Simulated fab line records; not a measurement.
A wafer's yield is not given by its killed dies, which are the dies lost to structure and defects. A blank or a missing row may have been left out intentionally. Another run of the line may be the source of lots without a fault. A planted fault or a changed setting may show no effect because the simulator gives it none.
fab line records	flow sky130
[record] lots = 10	wafers = 30	last-day = 50
route steps=708 shown VIA2@523 CAPM@549 METAL3@567 PAD_OPEN@708
lots untouched by any fault: they come from a run of this same line in which no faults occurred
start-h: start of the lot's first displayed wafer, in hours after the record's first day	wait-h: hours from the lot's prior step to this one	" as in the row above	L1.1+2: one row covering several wafers at once	- value missing, or start not given	* or withheld: withheld	< > ~ a bound
route shown NAME@n: names a module that has steps shown in the file, with the first one's number in the route	usual: mean and standard deviation over wafers with no fault	same: alike in all rows	chamber/n: place in a boat	sites: the reading at each site	_std_site: their standard deviation	_edge_site: outer sites' mean less inner sites'	radius-mm: for every site, how far away it sits from the centre of the wafer	mask NAME#n: copy n	behind: the most recent tool/chamber to have shaped the wafer	hold: why the lot went on hold/how many hours it stayed there/how the hold came to an end	device: the n, p or np transistor that did not switch	end of line: the tests these same wafers got at the end of their route	where a step has no rows: the recipe by itself	killed: not the wafer's yield, but the dies lost to structure and defects at the first sort	map: a wafer's dies, x killed, . not, _ none there
set.NAME: the run value of the setting; set.NAME@STEP: its run value at that earlier step	model.NAME: the simulator's own value behind a step, which no gauge read
steps of the route over a sample of lots; a table a step, a row a wafer
services: from which hour (start-h, from the record's first day; less than 0 if before it) a tool's chamber was out of use, for how many hours, and why
[[steps]]
[step SKY_VIA2_STRIP_16]
[recipe] chemistry = O2/N2	power-w = 1400	pressure-mtorr = 1500	platen-temp-c = withheld	o2-flow-sccm = 3000	n2-flow-sccm = 300	overash-fraction = 0.5
[usual] drypump-motor-current-A = 6.0/0.44	oes-product-au = 0.399/0.0047	strip-time-to-endpoint-s = 4.050/0.024
[same] overash-fraction = 0.5
lot.wafer	tool	chamber	start-h	wait-h	drypump-motor-current-A	oes-product-au	rf-hours-counter-h	strip-time-to-endpoint-s
L351.3	plasma-asher-02	1	841.64	0.1	6.3	0.390	-	4.032
L351.4	"	0	"	"	5.4	0.395	-	4.046
L351.6	"	1	"	"	6.2	0.391	-	4.035
L357.2	plasma-asher-04	0	892.59	0.0	5.9	0.403	33	4.042
L357.3	"	1	"	"	6.4	0.397	-	4.049
L357.5	"	0	"	"	5.9	0.394	-	4.071
L361.2	plasma-asher-02	0	928.49	0.0	5.4	0.396	117	4.063
L361.3	"	0	"	"	5.4	0.402	-	4.080
L361.6	"	0	"	"	5.4	0.398	-	4.053
L362.1	plasma-asher-04	1	929.25	0.0	6.4	0.400	36	4.081
L362.5	"	0	"	"	5.9	0.401	-	4.089
L362.6	"	1	"	"	6.4	0.398	-	4.072
L364.2	plasma-asher-04	0	941.74	0.0	5.9	0.394	38	4.014
L364.3	"	0	"	"	5.9	0.400	-	4.057
L364.6	"	1	"	"	6.4	0.394	-	4.041
L369.2	plasma-asher-04	0	986.86	0.0	5.9	0.400	42	4.051
L369.4	"	1	"	"	6.4	0.399	-	4.019
L369.6	"	0	"	"	5.9	0.395	-	4.025
L371.1	plasma-asher-02	1	991.64	0.0	6.2	0.394	122	4.014
L371.3	"	1	"	"	6.2	0.396	-	4.017
L371.6	"	0	"	"	5.4	0.400	-	4.022
L372.1	plasma-asher-02	1	992.31	0.0	6.2	0.398	122	4.026
L372.4	"	0	"	"	5.4	0.398	-	4.047
L372.6	"	1	"	"	6.2	0.394	-	4.030
L373.1	plasma-asher-02	0	998.05	0.0	5.4	0.400	123	4.054
L373.2	"	1	"	"	6.2	0.393	123	4.078
L373.3	"	1	"	"	6.3	0.403	-	4.074
L374.2	plasma-asher-02	1	1001.81	0.0	6.2	0.405	123	4.066
L374.5	"	0	"	"	5.4	0.400	-	4.046
L374.6	"	1	"	"	6.2	0.400	-	4.052
[step SKY_VIA2_SPUTTER_20]
[recipe] material = TiN	target-thk-nm = 20	chamber-pressure-pa = 5	power-w = 4000	time-s = 80
[usual] throttle-valve-pct = 29.7/0.97
lot.wafer	tool	chamber	start-h	wait-h	throttle-valve-pct
L351.3	pvd-sputter-04	-	842.20	0.0	28.6
L351.4	"	-	"	"	28.5
L351.6	"	-	"	"	29.9
L357.2	pvd-sputter-03	-	893.35	0.0	29.9
L357.3	"	-	"	"	28.6
L357.5	"	-	"	"	30.3
L361.2	pvd-sputter-01	-	929.08	0.0	30.4
L361.3	"	-	"	"	31.7
L361.6	"	-	"	"	31.5
L362.1	pvd-sputter-04	-	929.84	0.0	30.1
L362.5	"	-	"	"	30.1
L362.6	"	-	"	"	28.6
L364.2	pvd-sputter-03	-	942.41	0.0	28.5
L364.3	"	-	"	"	29.8
L364.6	"	-	"	"	30.2
L369.2	pvd-sputter-01	-	987.45	0.0	29.3
L369.4	"	-	"	"	31.5
L369.6	"	-	"	"	30.2
L371.1	pvd-sputter-01	-	992.23	0.0	31.6
L371.3	"	-	"	"	30.3
L371.6	"	-	"	"	29.2
L372.1	pvd-sputter-03	-	992.94	0.0	29.2
L372.4	"	-	"	"	30.2
L372.6	"	-	"	"	28.5
L373.1	pvd-sputter-01	-	998.64	0.0	29.3
L373.2	"	-	"	"	30.2
L373.3	"	-	"	"	31.7
L374.2	pvd-sputter-01	-	1002.40	0.0	29.1
L374.5	"	-	"	"	29.5
L374.6	"	-	"	"	31.7
[step SKY_CAPM_OVL_MEAS_12]
[usual] CAPM_OVL = -0.3/1.6
lot.wafer	tool	chamber	start-h	wait-h	CAPM_OVL[nm]
L351.3	overlay-01	-	868.86	0.1	-1.7
L351.4	"	-	"	"	-2.6
L351.6	"	-	"	"	-1.0
L357.2	overlay-02	-	919.36	0.1	-2.1
L357.3	"	-	"	"	-0.6
L357.5	"	-	"	"	0.0
L361.2	overlay-02	-	953.05	0.1	0.8
L361.3	"	-	"	"	-2.0
L361.6	"	-	"	"	-1.3
L362.1	overlay-01	-	955.65	0.1	0.6
L362.5	"	-	"	"	-0.8
L362.6	"	-	"	"	-1.5
L364.2	overlay-01	-	967.75	0.1	2.7
L364.3	"	-	"	"	2.9
L364.6	"	-	"	"	1.4
L369.2	overlay-02	-	1011.86	0.1	1.2
L369.4	"	-	"	"	3.4
L369.6	"	-	"	"	1.2
L371.1	overlay-02	-	1016.35	0.1	2.6
L371.3	"	-	"	"	1.9
L371.6	"	-	"	"	1.0
L372.1	overlay-02	-	1017.19	0.1	-0.8
L372.4	"	-	"	"	-1.0
L372.6	"	-	"	"	-0.8
L373.1	overlay-02	-	1022.59	0.1	0.2
L373.2	"	-	"	"	-0.6
L373.3	"	-	"	"	-0.2
L374.2	overlay-02	-	1025.75	0.1	0.2
L374.5	"	-	"	"	0.5
L374.6	"	-	"	"	-0.9
[step SKY_CAPM_METAL_ETCH_13]
[recipe] target-depth-nm = 220	stop-on = SiO2	chemistry = Cl2/BCl3	target = TiN	pressure-mtorr = 10	icp-w = 900	bias-w = 48.5	Cl2_flow_sccm = 60	bcl3-flow-sccm = 30	time-s = 62.9
[usual] bias-w = 48.52/0.14	drypump-motor-current-A = 5.8/0.61	oes-product-au = 0.941/0.0074	throttle-valve-pct = 21.902/0.0093
lot.wafer	tool	chamber	start-h	wait-h	bias-w	drypump-motor-current-A	oes-product-au	rf-hours-counter-h	throttle-valve-pct
L351.3	rie-metal-01	1	868.91	0.0	48.71	6.6	0.942	-	21.910
L351.4	"	0	"	"	48.44	6.1	0.947	-	21.889
L351.6	"	0	"	"	48.35	6.1	0.942	-	21.910
L357.2	rie-metal-01	1	919.42	0.1	48.70	6.6	0.924	-	21.906
L357.3	"	1	"	"	48.66	6.6	0.941	-	21.919
L357.5	"	1	"	"	48.50	6.6	0.934	-	21.922
L361.2	rie-metal-04	0	953.08	0.0	48.46	6.4	0.925	10	21.903
L361.3	"	1	"	"	48.65	5.7	0.938	-	21.901
L361.6	"	1	"	"	48.40	5.7	0.941	-	21.900
L362.1	rie-metal-03	1	955.68	0.0	48.46	5.0	0.949	14	21.897
L362.5	"	1	"	"	48.40	5.0	0.958	-	21.898
L362.6	"	1	"	"	48.45	5.0	0.953	-	21.893
L364.2	rie-metal-01	1	967.78	0.0	48.54	6.6	0.939	10	21.907
L364.3	"	1	"	"	48.77	6.6	0.939	-	21.913
L364.6	"	0	"	"	48.55	6.1	0.946	-	21.901
L369.2	rie-metal-03	0	1011.89	0.0	48.59	5.2	0.946	10	21.900
L369.4	"	0	"	"	48.61	5.2	0.934	-	21.895
L369.6	"	0	"	"	48.69	5.2	0.933	-	21.909
L371.1	rie-metal-01	0	1016.39	0.0	48.43	6.1	0.958	3	21.896
L371.3	"	1	"	"	48.74	6.6	0.948	-	21.887
L371.6	"	0	"	"	48.55	6.1	0.953	-	21.893
L372.1	rie-metal-03	0	1017.23	0.0	48.38	5.2	0.933	10	21.906
L372.4	"	1	"	"	55.10	5.0	0.928	-	21.915
L372.6	"	1	"	"	54.93	5.0	0.949	-	21.912
L373.1	rie-metal-04	0	1022.63	0.0	48.49	6.3	0.939	15	21.891
L373.2	"	1	"	"	48.58	5.7	0.937	10	21.904
L373.3	"	1	"	"	48.46	5.7	0.941	-	21.901
L374.2	rie-metal-03	1	1025.78	0.0	54.95	5.0	0.948	18	21.927
L374.5	"	0	"	"	48.68	5.1	0.946	-	21.919
L374.6	"	1	"	"	54.93	5.0	0.941	-	21.902
[step SKY_CAPM_STRIP_14]
[recipe] chemistry = O2/N2	power-w = 1400	pressure-mtorr = 1500	platen-temp-c = withheld	o2-flow-sccm = 3000	n2-flow-sccm = 300	overash-fraction = 0.5
[usual] drypump-motor-current-A = 6.0/0.42	oes-product-au = 0.710/0.0051	strip-time-to-endpoint-s = 12.65/0.038
[same] overash-fraction = 0.5
lot.wafer	tool	chamber	start-h	wait-h	drypump-motor-current-A	oes-product-au	rf-hours-counter-h	strip-time-to-endpoint-s
L351.3	plasma-asher-01	0	869.00	0.1	6.7	0.709	-	12.63
L351.4	"	1	"	"	5.7	0.700	-	12.64
L351.6	"	1	"	"	5.7	0.705	-	12.59
L357.2	plasma-asher-01	1	919.59	0.1	5.7	0.713	19	12.63
L357.3	"	0	"	"	6.7	0.709	-	12.68
L357.5	"	1	"	"	5.7	0.703	-	12.67
L361.2	plasma-asher-03	1	953.15	0.1	5.5	0.711	88	12.64
L361.3	"	1	"	"	5.5	0.706	-	12.68
L361.6	"	1	"	"	5.5	0.705	-	12.70
L362.1	plasma-asher-03	0	955.84	0.1	6.2	0.718	88	12.64
L362.5	"	0	"	"	6.1	0.715	-	12.62
L362.6	"	1	"	"	5.5	0.702	-	12.66
L364.2	plasma-asher-04	1	967.85	0.1	6.4	0.711	41	12.61
L364.3	"	0	"	"	5.9	0.709	-	12.63
L364.6	"	0	"	"	5.9	0.707	-	12.67
L369.2	plasma-asher-01	1	1011.97	0.1	5.8	0.701	29	12.61
L369.4	"	0	"	"	6.7	0.712	-	12.64
L369.6	"	1	"	"	5.7	0.715	-	12.68
L371.1	plasma-asher-03	1	1016.47	0.1	5.5	0.705	94	12.67
L371.3	"	1	"	"	5.5	0.723	-	12.70
L371.6	"	0	"	"	6.1	0.714	-	12.67
L372.1	plasma-asher-04	0	1017.30	0.1	5.9	0.713	45	12.61
L372.4	"	1	"	"	6.4	0.717	-	12.49
L372.6	"	0	"	"	5.9	0.712	-	12.44
L373.1	plasma-asher-04	0	1022.70	0.1	5.9	0.716	46	12.67
L373.2	"	1	"	"	6.4	0.708	46	12.66
L373.3	"	0	"	"	5.9	0.704	-	12.74
L374.2	plasma-asher-01	0	1025.86	0.1	6.7	0.708	30	12.49
L374.5	"	1	"	"	5.7	0.714	-	12.64
L374.6	"	0	"	"	6.7	0.716	-	12.52
[step SKY_METAL3_ETCH_17]
[recipe] target = SiO2	stop-on = TiN	chemistry = C4F8/O2/Ar	source-w = 1500	bias-w = 1200	pressure-mtorr = 40	c4f8-flow-sccm = withheld	O2_flow_sccm = 6	Ar_flow_sccm = 300	time-s = 3.9	target-depth-a = 150
[usual] bias-w = 1200/3.9	oes-product-au = 0.755/0.0063
lot.wafer	tool	chamber	start-h	wait-h	bias-w	oes-product-au	rf-hours-counter-h
L351.3	rie-diel-04	3	896.04	0.0	1198	0.759	23
L351.4	"	2	"	"	1198	0.754	8
L351.6	"	1	"	"	1204	0.756	-
L357.2	rie-diel-04	1	944.39	0.1	1203	0.744	5
L357.3	"	0	"	"	1203	0.747	10
L357.5	"	3	"	"	1205	0.748	-
L361.2	rie-diel-03	3	977.53	0.1	1200	0.764	9
L361.3	"	0	"	"	1200	0.753	14
L361.6	"	2	"	"	1201	0.748	-
L362.1	rie-diel-01	0	980.32	0.1	1198	0.743	13
L362.5	"	0	"	"	1203	0.756	-
L362.6	"	3	"	"	1201	0.753	-
L364.2	rie-diel-04	2	992.82	0.1	1196	0.753	12
L364.3	"	0	"	"	1203	0.758	12
L364.6	"	2	"	"	1196	0.759	-
L369.2	rie-diel-01	0	1035.22	0.1	1198	0.759	14
L369.4	"	2	"	"	1199	0.762	16
L369.6	"	1	"	"	1195	0.759	-
L371.1	rie-diel-04	3	1040.68	0.1	1202	0.755	29
L371.3	"	1	"	"	1202	0.759	8
L371.6	"	0	"	"	1205	0.767	-
L372.1	rie-diel-03	0	1041.33	0.1	1197	0.759	16
L372.4	"	3	"	"	1198	0.729	11
L372.6	"	1	"	"	1193	0.737	-
L373.1	rie-diel-01	3	1045.58	0.1	1199	0.750	1
L373.2	"	0	"	"	1202	0.750	15
L373.3	"	2	"	"	1198	0.746	16
L374.2	rie-diel-01	1	1049.08	0.1	1206	0.712	19
L374.5	"	2	"	"	1198	0.762	-
L374.6	"	3	"	"	1200	0.727	-
[step SKY_PAD_OPEN_PROBE_99]
[usual] defect-limited-yield = 82.2/1.9	killed_at_M0_to_M3 = 44/6.6	killed_at_M4_up = 3.4/1.9	killed-at-contacts = 25/5.6	killed-at-front-end = 15/4.6	killed-at-other = 0.3/0.6	killed-dies = 88/9.5	killed-open = 47/7.1	killed-short = 40/6.4	sort_bin_3_pad_short = 1.0/0.47	sort_bin_5_function = 10.4/1.4	sort_bin_6_memory = 6.4/1.1	sort-n-pass = 404/9.5	sort-yield-pct = 82.2/1.9
[same] gross-dies = 492	killed-at-back-side = 0	sort_bin_4_leakage[%] = 0	sort_bin_8_speed[%] = 0
lot.wafer	tool	chamber	start-h	wait-h	defect-limited-yield[%]	killed_at_M0_to_M3	killed_at_M4_up	killed-at-contacts	killed-at-front-end	killed-at-other	killed-dies	killed-open	killed-short	sort_bin_3_pad_short[%]	sort_bin_5_function[%]	sort_bin_6_memory[%]	sort-n-pass	sort-yield-pct[%]
L351.3	prober-02	-	1071.06	0.2	82.9	41	1	24	17	1	84	50	33	0.6	9.1	7.3	408	82.9
L351.4	prober-02	-	1071.11	0.2	82.1	48	4	25	11	0	88	47	41	1.2	9.1	7.5	404	82.1
L351.6	prober-02	-	1071.21	0.2	81.9	50	1	16	21	1	89	60	29	1.0	10.2	6.9	403	81.9
L357.2	prober-02	-	1112.91	0.1	81.7	43	1	29	17	0	90	53	35	1.0	9.3	7.9	402	81.7
L357.3	prober-02	-	1112.96	0.2	82.5	48	2	14	22	0	86	56	30	0.6	8.5	8.3	406	82.5
L357.5	prober-02	-	1113.06	0.2	83.5	40	1	20	20	0	81	39	42	0.8	10.0	5.7	411	83.5
L361.2	prober-02	-	1137.46	0.1	81.1	45	5	22	21	0	93	47	43	1.6	10.2	7.1	399	81.1
L361.3	prober-02	-	1137.51	0.2	79.5	52	4	27	18	0	101	52	46	1.2	11.2	8.1	391	79.5
L361.6	prober-02	-	1137.66	0.2	82.9	31	2	26	23	2	84	44	39	1.0	10.8	5.3	408	82.9
L362.1	prober-01	-	1139.53	0.1	78.3	57	7	24	19	0	107	58	49	0.6	13.8	7.3	385	78.3
L362.5	prober-01	-	1139.73	0.2	85.0	32	2	24	15	1	74	43	31	1.4	8.3	5.3	418	85.0
L362.6	prober-01	-	1139.78	0.2	80.1	43	6	34	15	0	98	56	42	1.6	11.0	7.3	394	80.1
L364.2	prober-01	-	1149.82	0.1	83.3	43	5	22	12	0	82	43	39	1.4	8.9	6.3	410	83.3
L364.3	prober-01	-	1149.87	0.2	84.1	31	2	34	11	0	78	47	31	0.6	9.3	5.9	414	84.1
L364.6	prober-01	-	1150.02	0.2	80.3	43	6	25	23	0	97	59	38	1.2	10.8	7.7	395	80.3
L369.2	prober-02	-	1182.49	0.1	81.3	42	4	32	14	0	92	53	39	0.8	11.4	6.5	400	81.3
L369.4	prober-02	-	1182.59	0.2	81.7	42	2	34	10	2	90	48	42	1.0	10.4	6.9	402	81.7
L369.6	prober-02	-	1182.69	0.2	81.5	38	5	27	21	0	91	52	39	0.8	10.2	7.5	401	81.5
L371.1	prober-01	-	1185.67	0.1	78.3	53	1	34	19	0	107	56	51	1.2	14.0	6.5	385	78.3
L371.3	prober-01	-	1185.77	0.2	82.1	42	3	27	16	0	88	40	48	0.6	11.2	6.1	404	82.1
L371.6	prober-01	-	1185.92	0.2	81.7	47	4	30	9	0	90	62	27	0.4	12.6	5.3	402	81.7
L372.1	prober-02	-	1187.17	0.1	82.5	41	2	24	19	0	86	43	43	1.4	10.6	5.5	406	82.5
L372.4	prober-02	-	1187.32	0.2	82.7	37	2	24	21	1	85	46	39	1.4	10.2	5.7	407	82.7
L372.6	prober-02	-	1187.42	0.2	78.9	44	4	30	26	0	104	47	57	1.4	13.0	6.7	388	78.9
L373.1	prober-01	-	1189.66	0.1	80.7	41	4	34	15	1	95	46	49	1.0	12.0	6.3	397	80.7
L373.2	prober-01	-	1189.71	0.1	81.9	44	3	23	19	0	89	57	31	1.0	11.0	6.1	403	81.9
L373.3	prober-01	-	1189.76	0.2	82.9	37	2	30	15	0	84	48	36	0.8	10.2	6.1	408	82.9
L374.2	prober-02	-	1193.09	0.1	80.3	49	4	25	19	0	97	58	39	1.4	11.4	6.9	395	80.3
L374.5	prober-02	-	1193.24	0.2	82.1	44	4	25	15	0	88	52	36	0.6	10.8	6.5	404	82.1
L374.6	prober-02	-	1193.29	0.2	79.1	52	4	29	18	0	103	52	51	0.8	11.6	8.5	389	79.1
// killed by level:class
L351.3 VIA1:geometric-particle:open=16 LI_CONTACT:geometric-particle:open=9 FIELD_ISO:geometric-particle:open=7 CONTACT:geometric-particle:open=7 METAL2:geometric-particle:short=5 METAL1:geometric-particle:short=5 VIA2:geometric-particle:open=5 LOCAL_INTERCONNECT:geometric-particle:short=4
L351.4 VIA1:geometric-particle:open=10 VIA2:geometric-particle:open=8 VIA3:geometric-particle:open=8 LI_CONTACT:geometric-particle:open=6 CONTACT:geometric-particle:open=6 METAL2:geometric-particle:short=6 LOCAL_INTERCONNECT:geometric-particle:short=5 CONTACT:geometric-particle:short=5
L351.6 VIA1:geometric-particle:open=11 VIA2:geometric-particle:open=9 LI_CONTACT:geometric-particle:open=8 FIELD_ISO:geometric-particle:short=6 POLY_GATE:geometric-particle:open=6 CONTACT:geometric-particle:open=5 METAL1:geometric-particle:open=5 METAL2:geometric-particle:short=5
L357.2 VIA2:geometric-particle:open=11 CONTACT:geometric-particle:open=9 METAL1:geometric-particle:short=8 LI_CONTACT:geometric-particle:open=7 VIA3:geometric-particle:open=7 FIELD_ISO:geometric-particle:open=5 FIELD_ISO:geometric-particle:short=5 METAL1:geometric-particle:open=5
L357.3 VIA3:geometric-particle:open=13 VIA1:geometric-particle:short=10 VIA1:geometric-particle:open=10 POLY_GATE:geometric-particle:open=7 CONTACT:geometric-particle:open=6 VIA2:geometric-particle:open=5 FIELD_ISO:geometric-particle:short=4 LI_CONTACT:geometric-particle:open=4
L357.5 POLY_GATE:geometric-particle:open=9 LI_CONTACT:geometric-particle:open=7 METAL1:geometric-particle:short=7 CONTACT:geometric-particle:open=6 VIA1:geometric-particle:short=6 FIELD_ISO:geometric-particle:short=5 VIA2:geometric-particle:open=5 VIA3:geometric-particle:short=5
L361.2 VIA1:geometric-particle:open=13 POLY_GATE:geometric-particle:short=10 CONTACT:geometric-particle:open=7 LI_CONTACT:geometric-particle:open=6 METAL3:geometric-particle:short=6 VIA3:geometric-particle:open=5 CONTACT:geometric-particle:short=4 VIA1:geometric-particle:short=4
L361.3 VIA1:geometric-particle:open=14 METAL1:geometric-particle:short=9 VIA1:geometric-particle:short=8 CONTACT:geometric-particle:open=8 VIA3:geometric-particle:open=7 LI_CONTACT:geometric-particle:open=6 POLY_GATE:geometric-particle:short=5 CONTACT:geometric-particle:short=5
L361.6 CONTACT:geometric-particle:open=11 VIA1:geometric-particle:open=8 FIELD_ISO:geometric-particle:short=7 METAL2:geometric-particle:short=6 LI_CONTACT:geometric-particle:open=5 CONTACT:geometric-particle:short=5 VIA3:geometric-particle:open=5 POLY_GATE:geometric-particle:open=4
L362.1 VIA3:geometric-particle:open=13 VIA1:geometric-particle:open=12 CONTACT:geometric-particle:open=10 VIA2:geometric-particle:short=7 FIELD_ISO:geometric-particle:short=6 POLY_GATE:geometric-particle:short=6 LI_CONTACT:geometric-particle:open=6 METAL2:geometric-particle:short=5
L362.5 CONTACT:geometric-particle:open=12 VIA1:geometric-particle:open=9 POLY_GATE:geometric-particle:open=7 METAL2:geometric-particle:short=7 LI_CONTACT:geometric-particle:open=6 VIA1:geometric-particle:short=5 METAL1:geometric-particle:short=4 CONTACT:geometric-particle:short=4
L362.6 LI_CONTACT:geometric-particle:open=10 VIA3:geometric-particle:open=9 CONTACT:geometric-particle:open=9 VIA1:geometric-particle:open=9 METAL2:geometric-particle:short=7 CONTACT:geometric-particle:short=5 LOCAL_INTERCONNECT:geometric-particle:short=5 VIA1:geometric-particle:short=5
L364.2 CONTACT:geometric-particle:open=11 VIA3:geometric-particle:open=10 VIA1:geometric-particle:open=7 METAL1:geometric-particle:short=7 VIA1:geometric-particle:short=6 LI_CONTACT:geometric-particle:open=5 FIELD_ISO:geometric-particle:short=4 METAL3:geometric-particle:short=4
L364.3 CONTACT:geometric-particle:open=13 LI_CONTACT:geometric-particle:open=10 VIA3:geometric-particle:open=8 POLY_GATE:geometric-particle:open=5 CONTACT:geometric-particle:short=5 VIA1:geometric-particle:open=5 VIA1:geometric-particle:short=5 METAL2:geometric-particle:short=4
L364.6 VIA1:geometric-particle:open=12 VIA3:geometric-particle:open=10 CONTACT:geometric-particle:open=10 FIELD_ISO:geometric-particle:open=8 VIA2:geometric-particle:open=6 LI_CONTACT:geometric-particle:open=5 CONTACT:geometric-particle:short=5 METAL4:geometric-particle:short=5
L369.2 CONTACT:geometric-particle:open=16 VIA3:geometric-particle:open=10 LOCAL_INTERCONNECT:geometric-particle:short=6 LI_CONTACT:geometric-particle:open=6 VIA1:geometric-particle:short=6 POLY_GATE:geometric-particle:short=5 VIA1:geometric-particle:open=5 METAL2:geometric-particle:short=5
L369.4 LI_CONTACT:geometric-particle:open=14 CONTACT:geometric-particle:open=9 VIA1:geometric-particle:open=9 METAL2:geometric-particle:short=7 LOCAL_INTERCONNECT:geometric-particle:short=6 VIA2:geometric-particle:open=6 METAL1:geometric-particle:short=4 VIA3:geometric-particle:short=4
L369.6 CONTACT:geometric-particle:open=9 VIA1:geometric-particle:open=8 METAL2:geometric-particle:short=7 VIA3:geometric-particle:open=7 LOCAL_INTERCONNECT:geometric-particle:short=6 FIELD_ISO:geometric-particle:short=5 POLY_GATE:geometric-particle:open=5 LI_CONTACT:geometric-particle:open=5
L371.1 VIA1:geometric-particle:open=15 CONTACT:geometric-particle:open=9 LI_CONTACT:geometric-particle:open=8 VIA3:geometric-particle:open=7 CONTACT:geometric-particle:short=7 FIELD_ISO:geometric-particle:short=6 METAL1:geometric-particle:short=6 VIA1:geometric-particle:short=6
L371.3 VIA1:geometric-particle:open=12 CONTACT:geometric-particle:open=8 FIELD_ISO:geometric-particle:short=7 LOCAL_INTERCONNECT:geometric-particle:short=6 CONTACT:geometric-particle:short=6 VIA3:geometric-particle:open=6 METAL2:geometric-particle:short=5 POLY_GATE:geometric-particle:short=4
L371.6 CONTACT:geometric-particle:open=15 VIA1:geometric-particle:open=15 VIA2:geometric-particle:open=9 VIA3:geometric-particle:open=6 LI_CONTACT:geometric-particle:open=5 METAL2:geometric-particle:short=5 CONTACT:geometric-particle:short=4 FIELD_ISO:geometric-particle:open=3
L372.1 VIA1:geometric-particle:short=11 VIA1:geometric-particle:open=9 LI_CONTACT:geometric-particle:open=8 VIA3:geometric-particle:open=6 LI_CONTACT:geometric-particle:short=5 FIELD_ISO:geometric-particle:open=4 CONTACT:geometric-particle:open=4 CONTACT:geometric-particle:short=4
L372.4 CONTACT:geometric-particle:open=10 VIA1:geometric-particle:open=8 LI_CONTACT:geometric-particle:open=6 FIELD_ISO:geometric-particle:short=5 FIELD_ISO:geometric-particle:open=5 POLY_GATE:geometric-particle:open=5 METAL3:geometric-particle:short=5 VIA3:geometric-particle:open=5
L372.6 VIA1:geometric-particle:open=12 CONTACT:geometric-particle:open=10 FIELD_ISO:geometric-particle:short=9 CONTACT:geometric-particle:short=9 VIA2:geometric-particle:open=8 VIA1:geometric-particle:short=7 METAL1:geometric-particle:short=7 METAL2:geometric-particle:short=6
L373.1 CONTACT:geometric-particle:open=12 LOCAL_INTERCONNECT:geometric-particle:short=7 CONTACT:geometric-particle:short=7 VIA1:geometric-particle:short=7 LI_CONTACT:geometric-particle:open=6 METAL1:geometric-particle:short=6 METAL2:geometric-particle:short=6 FIELD_ISO:geometric-particle:short=5
L373.2 CONTACT:geometric-particle:open=15 VIA1:geometric-particle:open=13 VIA1:geometric-particle:short=7 FIELD_ISO:geometric-particle:open=6 METAL1:geometric-particle:short=6 VIA3:geometric-particle:open=6 FIELD_ISO:geometric-particle:short=5 POLY_GATE:geometric-particle:open=5
L373.3 LI_CONTACT:geometric-particle:open=10 VIA1:geometric-particle:open=9 CONTACT:geometric-particle:open=8 VIA3:geometric-particle:open=7 FIELD_ISO:geometric-particle:open=5 FIELD_ISO:geometric-particle:short=5 CONTACT:geometric-particle:short=5 LI_CONTACT:geometric-particle:short=4
L374.2 CONTACT:geometric-particle:open=16 VIA1:geometric-particle:open=14 METAL2:geometric-particle:short=9 POLY_GATE:geometric-particle:open=7 VIA2:geometric-particle:open=6 LOCAL_INTERCONNECT:geometric-particle:short=5 VIA3:geometric-particle:open=5 FIELD_ISO:geometric-particle:short=4
L374.5 VIA1:geometric-particle:open=13 LI_CONTACT:geometric-particle:open=9 CONTACT:geometric-particle:open=8 METAL2:geometric-particle:short=8 VIA2:geometric-particle:open=8 FIELD_ISO:geometric-particle:short=5 POLY_GATE:geometric-particle:short=4 FIELD_ISO:geometric-particle:open=3
L374.6 VIA1:geometric-particle:open=12 METAL2:geometric-particle:short=11 VIA2:geometric-particle:open=9 CONTACT:geometric-particle:open=8 LI_CONTACT:geometric-particle:open=7 VIA3:geometric-particle:open=7 VIA1:geometric-particle:short=6 LI_CONTACT:geometric-particle:short=5
[[services]]
tool	chamber	start-h	hours	kind
rie-diel-03	3	819.27	6.7	repair
plasma-asher-01	-	827.69	14.6	pm
pvd-sputter-03	-	832.97	0.5	repair
rie-metal-03	-	858.04	2.8	pm
plasma-asher-04	-	865.22	1.0	repair
rie-metal-01	0	891.67	41.1	repair
pvd-sputter-01	-	898.87	9.4	repair
pvd-sputter-03	-	900.35	0.5	repair
rie-diel-03	0	903.82	3.5	repair
rie-diel-01	-	923.17	4.3	pm
plasma-asher-04	-	923.75	2.0	repair
plasma-asher-01	-	927.09	2.5	repair
plasma-asher-02	-	931.11	8.5	repair
rie-diel-03	2	943.44	9.9	repair
rie-metal-03	0	952.16	6.0	repair
rie-diel-03	2	986.94	14.9	repair
pvd-sputter-04	-	1001.35	0.5	repair
rie-diel-01	-	1003.51	14.6	pm
rie-diel-01	2	1023.18	8.5	repair
rie-diel-04	1	1024.29	9.4	repair
plasma-asher-03	-	1030.41	2.1	repair
plasma-asher-03	-	1033.73	0.4	repair
pvd-sputter-03	-	1045.74	27.6	repair
pvd-sputter-01	-	1048.09	1.4	repair
[[key]]
[first-sign] step = SKY_CAPM_METAL_ETCH_13	reading = bias-w	direction = up	sigmas = 47	usual = 48.52	struck = 54.98
[effect] step = SKY_CAPM_STRIP_14	reading = strip-time-to-endpoint-s	direction = down	sigmas = 4.3	usual = *	struck = *
[effect] step = SKY_METAL3_ETCH_17	reading = oes-product-au	direction = down	sigmas = 4.5	usual = 0.755	struck = 0.726
met-at SKY_CAPM_METAL_ETCH_13
struck-lots L372,L374
struck-wafers L372.4,L372.6,L374.2,L374.6
not-acting-at SKY_VIA2_STRIP_16,SKY_VIA2_SPUTTER_20,SKY_CAPM_OVL_MEAS_12
onset-between 955.68 1017.23
[fault] kind = process-parameter-drift	tool = rie-metal-03	chamber = 1	onset-h = 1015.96	steps = SKY_CAPM_METAL_ETCH_13	channel = bias-w	offset = 6.5413	shape = step	end-h = 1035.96	acts-in = these-recipes-only	stated = 48.5
